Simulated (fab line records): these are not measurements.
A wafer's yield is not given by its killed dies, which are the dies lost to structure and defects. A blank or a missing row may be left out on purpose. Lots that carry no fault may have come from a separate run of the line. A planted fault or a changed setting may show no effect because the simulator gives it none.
Split-lot trial :: flow sky130 :: on a route of 708 steps: 5 lots, 23 wafers read

== ABOUT THE SPLIT ==
At SKY_VIA1_COAT_07 (resist thk 450 nm), the setting spin_rpm was moved away from the recipe's 3000 rpm on 6 of the 23 wafers read, by -7.2% to +6.9%. For the rest of the wafers, this setting stayed at what the recipe calls for.

== FROM THE SPLIT TO THE READING: what the file shows between them, 2 steps ==
- SKY_VIA1_DEVELOP_11: develop time 60 s (also split here: develop_time_s)
- SKY_VIA1_ETCH_14: etches BARC in N2/H2, stops on SiO2, time 45.9 s, target depth 60 nm

== THE READING ==
KrF-thick_of_VIA1_COAT_07.thk_nm (the simulator's own value, which no gauge read), in nm, at SKY_VIA1_ETCH_15 (etches SiO2 in C4F8/O2/Ar, stops on TiN, target depth 351 nm, time 54 s). No usual value for it is given in the file. Here, 17 wafers ran the recipe; their average is 321.4 nm with a standard deviation of 2 nm.

wafer: L077.1
tool, chamber at the split: litho_track-02, 0
spin_rpm as run, rpm: 2785
against the recipe: -7.2%
KrF-thick_of_VIA1_COAT_07.thk_nm, nm: 342
against lot-mates on the recipe: +17.9

wafer: L077.2
tool, chamber at the split: litho_track-02, 0
spin_rpm as run, rpm: 3000
against the recipe: recipe
KrF-thick_of_VIA1_COAT_07.thk_nm, nm: 323.4
against lot-mates on the recipe: -

wafer: L077.3
tool, chamber at the split: litho_track-02, 0
spin_rpm as run, rpm: 2785
against the recipe: -7.2%
KrF-thick_of_VIA1_COAT_07.thk_nm, nm: 342.6
against lot-mates on the recipe: +18.5

wafer: L077.4
tool, chamber at the split: litho_track-02, 0
spin_rpm as run, rpm: 3000
against the recipe: recipe
KrF-thick_of_VIA1_COAT_07.thk_nm, nm: 324.5
against lot-mates on the recipe: -

wafer: L077.5
tool, chamber at the split: litho_track-02, 0
spin_rpm as run, rpm: 3000
against the recipe: recipe
KrF-thick_of_VIA1_COAT_07.thk_nm, nm: 324.4
against lot-mates on the recipe: -

wafer: L079.1
tool, chamber at the split: litho_track-02, 0
spin_rpm as run, rpm: 3000
against the recipe: recipe
KrF-thick_of_VIA1_COAT_07.thk_nm, nm: 322.8
against lot-mates on the recipe: -

wafer: L079.2
tool, chamber at the split: litho_track-02, 0
spin_rpm as run, rpm: 3000
against the recipe: recipe
KrF-thick_of_VIA1_COAT_07.thk_nm, nm: 321.3
against lot-mates on the recipe: -

wafer: L079.3
tool, chamber at the split: litho_track-02, 0
spin_rpm as run, rpm: 3000
against the recipe: recipe
KrF-thick_of_VIA1_COAT_07.thk_nm, nm: 320.2
against lot-mates on the recipe: -

wafer: L079.4
tool, chamber at the split: litho_track-02, 0
spin_rpm as run, rpm: 3000
against the recipe: recipe
KrF-thick_of_VIA1_COAT_07.thk_nm, nm: 318.6
against lot-mates on the recipe: -

wafer: L079.5
tool, chamber at the split: litho_track-02, 0
spin_rpm as run, rpm: 3000
against the recipe: recipe
KrF-thick_of_VIA1_COAT_07.thk_nm, nm: 320.7
against lot-mates on the recipe: -

wafer: L080.2
tool, chamber at the split: litho_track-03, 0
spin_rpm as run, rpm: 3207
against the recipe: +6.9%
KrF-thick_of_VIA1_COAT_07.thk_nm, nm: 303.2
against lot-mates on the recipe: -16.0

wafer: L080.3
tool, chamber at the split: litho_track-03, 0
spin_rpm as run, rpm: 3207
against the recipe: +6.9%
KrF-thick_of_VIA1_COAT_07.thk_nm, nm: 305.9
against lot-mates on the recipe: -13.3

wafer: L080.4
tool, chamber at the split: litho_track-03, 0
spin_rpm as run, rpm: 3000
against the recipe: recipe
KrF-thick_of_VIA1_COAT_07.thk_nm, nm: 318.9
against lot-mates on the recipe: -

wafer: L080.5
tool, chamber at the split: litho_track-03, 0
spin_rpm as run, rpm: 3000
against the recipe: recipe
KrF-thick_of_VIA1_COAT_07.thk_nm, nm: 320.2
against lot-mates on the recipe: -

wafer: L080.6
tool, chamber at the split: litho_track-03, 0
spin_rpm as run, rpm: 3000
against the recipe: recipe
KrF-thick_of_VIA1_COAT_07.thk_nm, nm: 318.4
against lot-mates on the recipe: -

wafer: L083.1
tool, chamber at the split: litho_track-04, 0
spin_rpm as run, rpm: 3000
against the recipe: recipe
KrF-thick_of_VIA1_COAT_07.thk_nm, nm: 319
against lot-mates on the recipe: -

wafer: L083.3
tool, chamber at the split: litho_track-04, 0
spin_rpm as run, rpm: 3000
against the recipe: recipe
KrF-thick_of_VIA1_COAT_07.thk_nm, nm: 323.6
against lot-mates on the recipe: -

wafer: L083.4
tool, chamber at the split: litho_track-04, 0
spin_rpm as run, rpm: 3111
against the recipe: +3.7%
KrF-thick_of_VIA1_COAT_07.thk_nm, nm: 312.2
against lot-mates on the recipe: -8.6

wafer: L083.5
tool, chamber at the split: litho_track-04, 0
spin_rpm as run, rpm: 3111
against the recipe: +3.7%
KrF-thick_of_VIA1_COAT_07.thk_nm, nm: 316.9
against lot-mates on the recipe: -3.9

wafer: L083.6
tool, chamber at the split: litho_track-04, 0
spin_rpm as run, rpm: 3000
against the recipe: recipe
KrF-thick_of_VIA1_COAT_07.thk_nm, nm: 319.9
against lot-mates on the recipe: -

wafer: L085.1
tool, chamber at the split: litho_track-03, 0
spin_rpm as run, rpm: 3000
against the recipe: recipe
KrF-thick_of_VIA1_COAT_07.thk_nm, nm: 323.1
against lot-mates on the recipe: -

wafer: L085.2
tool, chamber at the split: litho_track-03, 0
spin_rpm as run, rpm: 3000
against the recipe: recipe
KrF-thick_of_VIA1_COAT_07.thk_nm, nm: 322.4
against lot-mates on the recipe: -

wafer: L085.4
tool, chamber at the split: litho_track-03, 0
spin_rpm as run, rpm: 3000
against the recipe: recipe
KrF-thick_of_VIA1_COAT_07.thk_nm, nm: 323.2
against lot-mates on the recipe: -

FIT RESULTS
A straight line over all 23 wafers: KrF-thick_of_VIA1_COAT_07.thk_nm changes by -2.6 nm for each +1% of spin_rpm; r = -0.97; the points scatter about the line by 2.3 nm.
The same after taking each lot's own level away (the mean of its wafers on the recipe; 23 wafers): -2.27 nm for each +1%; r = -0.98; scatter 1.6 nm.
On that fit, the largest move of spin_rpm shifts the reading by 16 nm.
From 319.17 to 324.10 nm: that is the span of the lots' own levels, equal to 2.4 times the standard deviation above.
Hence the slope depends on the lot-to-lot level, as the two fits are not the same.
Check: for one of the wafers moved furthest among these (-7.2%), held out of the fit, the line's prediction against its lot-mates is +16.2 nm. It came out at +17.9 nm against them.

== FURTHER SPLITS ON THESE WAFERS ==
Before the reading, these wafers also passed through other splits. Each is held against what the fit with the lots' levels taken away leaves over:
other split on the same wafers: SKY_VIA1_HDPCVD_00 time_s
wafers away from the commonest value: 5
r with KrF-thick_of_VIA1_COAT_07.thk_nm (lot level and that fit taken away): +0.65

other split on the same wafers: SKY_VIA1_DEVELOP_11 develop_time_s
wafers away from the commonest value: 8
r with KrF-thick_of_VIA1_COAT_07.thk_nm (lot level and that fit taken away): +0.05

== THE WHOLE CHAIN: every reading that the file lists as answering this split, in the file's order ==
step: SKY_VIA1_COAT_07
what it does: resist thk 450 nm
reading: KrF-thick_of_VIA1_COAT_07.thk_nm (the simulator's own value, which no gauge read)
change (the file's fit): -2.13 nm for each +1% of the setting
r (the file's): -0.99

step: SKY_VIA1_ETCH_14
what it does: etches BARC in N2/H2, stops on SiO2, time 45.9 s, target depth 60 nm
reading: KrF-thick_of_VIA1_COAT_07.thk_nm (the simulator's own value, which no gauge read)
change (the file's fit): -2.17 nm for each +1% of the setting
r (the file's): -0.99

step: SKY_VIA1_ETCH_15
what it does: etches SiO2 in C4F8/O2/Ar, stops on TiN, target depth 351 nm, time 54 s
reading: KrF-thick_of_VIA1_COAT_07.thk_nm (the simulator's own value, which no gauge read)
change (the file's fit): -2.26 nm for each +1% of the setting
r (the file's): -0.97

step: SKY_VIA1_STRIP_16
what it does: strips in O2/N2
reading: strip_time_to_endpoint_s
change (the file's fit): withheld for each +1% of the setting
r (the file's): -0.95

== THE FILE'S OWN FIT ==
KrF-thick_of_VIA1_COAT_07.thk_nm changes by -2.26 nm for each +1% of spin_rpm, r = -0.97.
